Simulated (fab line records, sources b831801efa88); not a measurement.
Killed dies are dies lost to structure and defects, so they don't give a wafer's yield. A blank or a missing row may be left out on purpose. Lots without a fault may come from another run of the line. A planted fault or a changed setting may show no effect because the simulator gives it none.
Which tool did it? | flow gf180mcu | 7 lots, 21 wafers sampled, at 1 step of a route of 602

WHAT THE GAUGES READ, wafer by wafer
GF_V4_RS_MEAS_24: measures by four-point-probe.
lot  | measured     | on            | V4_W_RS (ohm/sq)
L723 | day 24 09:16 | film_metro-01 | 0.333 0.332 0.335
L725 | day 25 04:25 | film_metro-04 | 0.336 0.330 0.331
L727 | day 26 00:19 | film_metro-01 | 0.325 0.327 0.324
L729 | day 26 20:13 | film_metro-02 | 0.325 0.326 0.326
L737 | day 29 03:44 | film_metro-02 | 0.334 0.328 0.332
L741 | day 30 16:41 | film_metro-01 | 0.334 0.327 0.328
L745 | day 31 10:08 | film_metro-01 | 0.324 0.324 0.326

WHICH TOOL RAN EACH LOT (tool, then ch and the chambers of the sampled wafers, then the start)
The record holds no process step before these readings.

THE ANSWER, worked out from the rows above alone
Rule: what is usual is taken from the lots themselves. Put in order of their means at a reading, lots are off if they are a third of the lots or fewer, leave a main group of 4 or more, and stand apart from it by a gap of 3 or more times the standard deviation of the main group's means; of several such gaps the widest counts. A main group whose means are all the same, to the digits that the tables above print for the reading, isn't used. A lot without any number at a reading at which 4 lots or more have one is off too. The other lots that the step has rows for count as sound.
No lot is off at any reading shown: from this, nothing can be told.

WHAT THE SIMULATOR HAD PUT IN
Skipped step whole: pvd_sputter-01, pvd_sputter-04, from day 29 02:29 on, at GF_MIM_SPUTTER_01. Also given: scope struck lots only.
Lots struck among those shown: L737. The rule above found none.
